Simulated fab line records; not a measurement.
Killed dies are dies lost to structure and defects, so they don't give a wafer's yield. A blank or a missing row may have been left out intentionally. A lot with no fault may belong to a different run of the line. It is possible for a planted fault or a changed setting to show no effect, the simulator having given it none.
Code-filled problem report in 8D (eight disciplines) form | flow gf180mcu | the parts of the form that need people (team, actions taken, sign-off) are left out

== 1. PROBLEM STATEMENT ==
strip time to endpoint s at GF_NWELL_STRIP_10 reads a mean of 38.50 s on 6 wafers of 2 lots; wafers without a fault read 36.94 s with a standard deviation of 0.1. That is +16 standard deviations from the usual mean.
The step: strips in O2/N2.
Seen first at day 7 11:16 on plasma asher-01, wafer L240.1. At this step, 39 wafers from 13 lots have a number in the record. Rule for "out", or "out of limits": more than 4 standard deviations from the usual mean. All remaining wafers that have a number are taken as sound.

== 2. WHAT IT IS, WHAT IT ISN'T ==
question                    | is                               | is not
which readings at this step | strip time to endpoint s         | drypump motor current A, heater power w
which lots                  | L240, L243                       | L222, L224, L225, L226, L228, L229, L230, L232, L233, L244, L245
which wafers of those lots  | all that have a number           | -
read on which tools         | plasma asher-01, plasma asher-02 | plasma asher-04
when                        | from day 7 11:16                 | up to then (27 sound wafers); but 6 sound wafers of L244, L245 came after

== 3. SUSPECTS, AND WHAT RULES EACH OUT ==
Counting: any tool at a process step up to the reading is kept as a suspect provided that every lot that is out went through it and no sound lot did after the first of them.
- litho track-01 at GF_NWELL_COAT_02 (resist thk 3000 nm): kept. Every lot that is out went through it, starting with L240 (day 7 03:55), and after that it ran no sound lot; the last sound lot it ran before then is L232 (day 5 07:11).
Remaining after the count: litho track-01 at GF_NWELL_COAT_02.

== 4. THE CAUSE (what the simulator had put in) ==
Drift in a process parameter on litho track-01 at GF_NWELL_COAT_02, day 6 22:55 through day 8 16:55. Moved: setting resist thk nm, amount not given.
Counting left only this tool.

== 5. THE CHAIN OF EFFECTS, in route order ==
Rows list readings where the struck wafers' mean (over those with a number) sits beyond 3 standard deviations from the usual. Readings are gone through only where the record gives a usual standard deviation; hours: the median, over the lots, of the time from a lot's start at the first step in this table giving one to that lot's start at this step; sigmas: the change measured in usual standard deviations.
hours | step              | reading                  | usual   | on struck wafers | change | sigmas
0     | GF_NWELL_STRIP_10 | strip time to endpoint s | 36.94 s | 38.50            | +1.56  | +16
Its process steps:
- GF_NWELL_STRIP_10: strips in O2/N2.
Later steps that measure or inspect, where all struck wafers having a row at the step show a number for every such reading and not one has moved that far: GF_V4_OVL_MEAS_15.

== 6. HOW IT WOULD HAVE BEEN CAUGHT EARLIER ==
12 hours passed between the start of the fault at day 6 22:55 and the first reading out of limits in this record, taken at day 7 11:16.
An alarm limit of 4 standard deviations would not have fired on the tool readings at GF_NWELL_COAT_02 for which the record gives a usual standard deviation, since none of them was out on any struck wafer.
Among the 2 lots that are out, L243 began GF_NWELL_COAT_02 on litho track-01 after day 7 11:16. A hold on the tool at that time would have spared it.
